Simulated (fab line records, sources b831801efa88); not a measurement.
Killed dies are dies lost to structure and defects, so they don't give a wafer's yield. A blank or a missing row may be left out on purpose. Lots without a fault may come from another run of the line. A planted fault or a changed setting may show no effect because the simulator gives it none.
One fault seen from 2 desks | flow sky130 | each desk has only its own numbers; what lay behind them comes last

THE METROLOGY DESK
What the gauges read, lot by lot, whatever tool the lot ran on: means of the sampled wafers that have a number. A lot is out of limits, marked OUT, if its mean lies more than 4 standard deviations from the usual mean; the brackets give that distance.
Columns: A = VT_ADJUST_PCH_OVL at SKY_VT_ADJUST_PCH_OVL_MEAS_07, usual 0.8 nm; B = CONTACT_OVL at SKY_CONTACT_OVL_MEAS_15, usual -3 nm; C = METAL1_ALCU_RS at SKY_METAL1_RS_MEAS_05, usual 0.1270 ohm/sq
lot  | first seen here | A    | B  | C
L194 | day 10 07:10    | -1.4 | 5  | 0.1267
L195 | day 10 11:13    | -0.4 | -5 | 0.1278
L197 | day 11 04:26    | 0.3  | -2 | 0.1285
L198 | day 11 09:29    | -1.8 | -1 | 0.1276
L199 | day 12 03:34    | 1.2  | 0  | 0.1270
L200 | day 12 13:17    | 0.7  | -2 | 0.1283
L202 | day 13 01:08    | 0.1  | -8 | 0.1287
L204 | day 13 23:28    | 2.0  | -6 | 0.1269
L208 | day 14 22:34    | 1.1  | -6 | 0.1261
L209 | day 15 07:55    | 1.2  | -5 | 0.1291
L213 | day 16 17:22    | -0.8 | 2  | 0.1259
L216 | day 17 08:17    | 3.2  | -4 | 0.1264
L217 | day 17 18:13    | -0.3 | -6 | 0.1272
This desk's finding: nothing out of limits on any of the 13 lots.

THE TOOL OWNER'S DESK: litho_track-02
The tool's own readings at SKY_VT_ADJUST_HVTR_COAT_02 (resist thk 1140 nm): means of the sampled wafers that have a number, for each lot that ran on this tool. A lot is out of limits, marked OUT, if its mean lies more than 4 standard deviations from the usual mean; the brackets give that distance.
Columns: A = spin_speed_rpm at SKY_VT_ADJUST_HVTR_COAT_02, usual 3000.3 rpm
lot  | first seen here | A
L194 | day 8 23:37     | 2998.1
L195 | day 9 02:34     | 3000.6
L200 | day 11 01:50    | 3001.2
L202 | day 11 12:02    | 3000.1
L204 | day 12 08:55    | 2998.9
L208 | day 13 07:34    | 2874.5 (-70) OUT
L209 | day 13 15:25    | 2873.6 (-70) OUT
This desk's finding: out of limits on L208, L209; first on L208, day 13 07:34 (spin_speed_rpm at SKY_VT_ADJUST_HVTR_COAT_02). In limits: L194, L195, L200, L202, L204.

PUT TOGETHER
The tool owner's desk could have raised an alarm at day 13 07:34, on L208, L209.
The metrology desk saw nothing out of limits.
The metrology desk has L208, L209 on record, within its limits.
Of the lots named, all ran SKY_VT_ADJUST_HVTR_COAT_02 on litho_track-02.

WHAT THE SIMULATOR HAD PUT IN
Process parameter drift: litho_track-02, from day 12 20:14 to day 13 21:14, at SKY_VT_ADJUST_HVTR_COAT_02. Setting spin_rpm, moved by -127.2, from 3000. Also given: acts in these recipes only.
Lots struck among those shown: L208, L209.
Hours from the fault's start to each desk's first reading out of limits: the tool owner's desk, 11.
